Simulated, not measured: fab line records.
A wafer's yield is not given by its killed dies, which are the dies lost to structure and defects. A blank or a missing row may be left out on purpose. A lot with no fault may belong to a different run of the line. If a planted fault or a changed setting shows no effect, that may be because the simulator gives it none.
Comparing a struck lot with a sound one + flow sky130 + 42 steps out of a route of 708
Sound: these wafers, L197.2, L197.3, L197.6. Struck: wafers L204.1, L204.3, L204.5. The cause comes at the end.
Each step with rows lists, per side, the tool, then ch with its chambers, then its first start. Under that, the readings that differ: sound wafers + struck wafers + difference of the means + sigmas: that difference in standard deviations of wafers without a fault.
alike: readings with means less than 2 such deviations apart, plus words and numbers identical on both sides. not compared: withheld readings, readings lacking a value on some wafer, bounds such as >300 that could conceal the same value, and numbers that have no deviation in the record and whose values overlap.
Wherever a step has rows on one side only, a row that says differs or no value, or a row with sigmas, the two part there. When numbers do not overlap yet have no deviation, they are printed without sigmas and do not part them. Lack of a reading on every wafer of one side parts them only where that side has two or more wafers.

first, 5 steps without rows for these wafers: SKY_GATE_OXIDE_COAT_05 (resist thk 1140 nm); SKY_GATE_OXIDE_SOFTBAKE_06 (time 60 s); SKY_GATE_OXIDE_EXPOSE_07 (exposes mask LVOM, target cd 600 nm); SKY_GATE_OXIDE_PEB_08; SKY_GATE_OXIDE_DEVELOP_09 (develop time 60 s).
SKY_GATE_OXIDE_OVL_MEAS_10:
  sound: overlay-01 at day 14 20:07; struck: overlay-01 at day 17 12:07
  alike: GATE_OXIDE_OVL
then, 2 steps without rows for these wafers: SKY_GATE_OXIDE_IMPLANT_11; SKY_GATE_OXIDE_WET_ETCH_12 (etches SiO2 in dHF, target depth 16.8 nm, time 336 s).
SKY_GATE_OXIDE_STRIP_13: strips in O2/N2.
  sound on plasma-asher-01 ch 0,1, day 14 20:25; struck on plasma-asher-04 ch 0,1, day 17 12:25
  alike: drypump-motor-current-A, oes-product-au, strip-time-to-endpoint-s
  not compared: rf-hours-counter-h
SKY_GATE_OXIDE_TW_MEAS_14:
  sound: film-metro-01 at day 14 20:31; struck: film-metro-04 at day 17 12:31
  alike: GATE_OXIDE_TW
then, 2 steps without rows for these wafers: SKY_GATE_OXIDE_CLEAN_15 (cleans in SC1/SC2, time 150 s); SKY_GATE_OXIDE_OXIDATION_16 (stabilise 600 s, purge 300 s, target thk 3.57 nm).
SKY_POLY_GATE_CVD_00: deposits poly-Si, target thk 180 nm, time 720 s.
  sound on lpcvd-01 ch 1, day 14 23:14; struck on lpcvd-01 ch 1, day 17 15:27
| reading                                       | sound             | struck            | difference | sigmas |
|-----------------------------------------------|-------------------|-------------------|------------|--------|
| model.poly-Si_of_POLY_GATE_CVD_00.thk-nm (nm) | 181.1 180.6 180.8 | 165.4 165.2 166.3 | -15.2      |        |
  alike: zone-power-lower-pct, zone-power-top-pct
SKY_POLY_GATE_THK_MEAS_01:
  sound: film-metro-03 at day 15 01:03; struck: film-metro-03 at day 17 16:39
| reading                   | sound             | struck            | difference | sigmas |
|---------------------------|-------------------|-------------------|------------|--------|
| POLY_GATE_CVD_00_THK (nm) | 181.3 180.6 180.6 | 165.4 165.1 166.1 | -15.3      | -10    |
then, 8 steps without rows for these wafers: SKY_RES_PROTECT_DEHYDRATE_00 (time 60 s); SKY_RES_PROTECT_HMDS_01 (prime time 60 s); SKY_RES_PROTECT_COAT_02 (resist thk 1140 nm); SKY_RES_PROTECT_SOFTBAKE_03 (time 60 s); SKY_RES_PROTECT_EXPOSE_04 (exposes mask RPM, target cd 1270 nm); SKY_RES_PROTECT_PEB_05; SKY_RES_PROTECT_DEVELOP_06 (develop time 60 s); SKY_POLY_GATE_IMPLANT_02.
SKY_RES_PROTECT_STRIP_07: strips in O2/N2.
  sound on plasma-asher-03 ch 0,1, day 16 04:23; struck on plasma-asher-03 ch 0,1, day 18 22:27
  alike: drypump-motor-current-A, oes-product-au, strip-time-to-endpoint-s
  not compared: rf-hours-counter-h
SKY_RES_PROTECT_TW_MEAS_08:
  sound: film-metro-04 at day 16 04:29; struck: film-metro-02 at day 18 22:33
  alike: POLY_GATE_TW
then, 2 steps without rows for these wafers: SKY_RES_PROTECT_CLEAN_09 (cleans in SC1/SC2, time 150 s); SKY_POLY_GATE_CVD_03 (deposits Si3N4 from DCS/NH3, target thk 75 nm, time 1290 s).
SKY_POLY_GATE_THK_MEAS_04:
  sound: film-metro-02 at day 16 06:49; struck: film-metro-02 at day 19 09:47
  alike: POLY_GATE_CVD_03_THK
then, 8 steps without rows for these wafers: SKY_POLY_GATE_DEHYDRATE_05 (time 60 s); SKY_POLY_GATE_HMDS_06 (prime time 60 s); SKY_POLY_GATE_COAT_07 (resist thk 110 nm); SKY_POLY_GATE_COAT_08 (resist thk 450 nm); SKY_POLY_GATE_SOFTBAKE_09 (time 90 s); SKY_POLY_GATE_EXPOSE_10 (exposes mask P1M, target cd 150 nm); SKY_POLY_GATE_PEB_11; SKY_POLY_GATE_DEVELOP_12 (develop time 60 s).
SKY_POLY_GATE_CD_MEAS_13: target cd 150 nm.
  sound: cd-sem-02 at day 17 10:14; struck: cd-sem-02 at day 20 18:22
  alike: cd-nm
SKY_POLY_GATE_OVL_MEAS_14:
  sound: overlay-01 at day 17 10:20; struck: overlay-02 at day 20 18:29
  alike: POLY_GATE_OVL
SKY_POLY_GATE_ETCH_15: etches BARC in N2/H2, stops on SiO2, time 118.5 s, target depth 110 nm.
  sound on rie-diel-02 ch 0,1,2, day 17 10:22; struck on rie-diel-01 ch 2,3, day 20 18:31
  alike: drypump-motor-current-A, oes-product-au, throttle-valve-pct
  not compared: rf-hours-counter-h
SKY_POLY_GATE_ETCH_16: etches Si3N4 in CH3F/O2, stops on poly-Si, time 150 s, target depth 75 nm.
  sound on rie-diel-02 ch 0,1,2, day 17 10:27; struck on rie-diel-01 ch 2,3, day 20 18:36
| reading                                       | sound           | struck            | difference | sigmas |
|-----------------------------------------------|-----------------|-------------------|------------|--------|
| model.poly-Si_of_POLY_GATE_CVD_00.thk-nm (nm) | 180.2 179.8 180 | 164.5 164.3 165.4 | -15.3      |        |
  alike: drypump-motor-current-A, oes-product-au, throttle-valve-pct
  not compared: rf-hours-counter-h
SKY_POLY_GATE_ETCH_17: etches poly-Si in HBr/Cl2, stops on SiO2, target depth 180 nm, time 70.5 s.
  sound on rie-si-02 ch 1,3, day 17 10:33; struck on rie-si-01 ch 1,2,3, day 20 18:42
| reading                               | sound             | struck            | difference | sigmas |
|---------------------------------------|-------------------|-------------------|------------|--------|
| oes-product-au (a.u.)                 | 0.994 0.994 0.999 | 0.934 0.936 0.932 | -0.062     | -8     |
| model.etch.depth-nm (nm)              | 180.2 179.8 180   | 164.5 164.3 165.4 | -15.3      |        |
| model.POLY_GATE.feature-depth-nm (nm) | 180.2 179.8 180   | 164.5 164.3 165.4 | -15.3      |        |
  alike: drypump-motor-current-A, throttle-valve-pct
  not compared: rf-hours-counter-h
SKY_POLY_GATE_STRIP_18: strips in O2/N2.
  sound on plasma-asher-01 ch 0,1, day 17 10:36; struck on plasma-asher-04 ch 0,1, day 20 18:45
  alike: drypump-motor-current-A, oes-product-au, strip-time-to-endpoint-s
  not compared: rf-hours-counter-h
-- here the record skips 28 days between the struck wafers' starts before and after, leaving off in module POLY_GATE and picking up in module PAD_OPEN (first step shown: number 708 of the route) --
SKY_PAD_OPEN_PROBE_99:
  sound: prober-02 at day 46 11:16; struck: prober-01 at day 48 19:17
| reading                             | sound             | struck            | difference | sigmas |
|-------------------------------------|-------------------|-------------------|------------|--------|
| model.etest.res-high-po.line-ohm-um | 767.3 747 741.8   | 786.6 788.7 774.2 | +31.1      |        |
| model.etest.res-poly.line-ohm-um    | 504.7 494.9 492.4 | 549 547.2 533.1   | +46        |        |
| model.etest.res-high-po.rs-ohm-sq   | 263.1 257.2 261.3 | 276 274.2 276.1   | +15        |        |
| model.etest.cap-li-to-poly.c-af-um2 | 100.9 100.2 99.59 | 98.76 92.77 95.47 | -4.56      |        |
| model.etest.res-poly.rs-ohm-sq      | 47.11 46.64 46.75 | 50.2 49.79 50.01  | +3.2       |        |
  alike: killed_at_M0_to_M3, killed_at_M4_up, killed-at-contacts, killed-at-front-end, killed-at-other, killed-dies, killed-open, killed-short

WHERE THEY PART
Earliest at SKY_POLY_GATE_THK_MEAS_01; latest, in this record, at SKY_POLY_GATE_ETCH_17. Later steps at which nothing parts them and some readings are alike: SKY_POLY_GATE_STRIP_18, SKY_PAD_OPEN_PROBE_99.

WHY: what had been put in by the simulator
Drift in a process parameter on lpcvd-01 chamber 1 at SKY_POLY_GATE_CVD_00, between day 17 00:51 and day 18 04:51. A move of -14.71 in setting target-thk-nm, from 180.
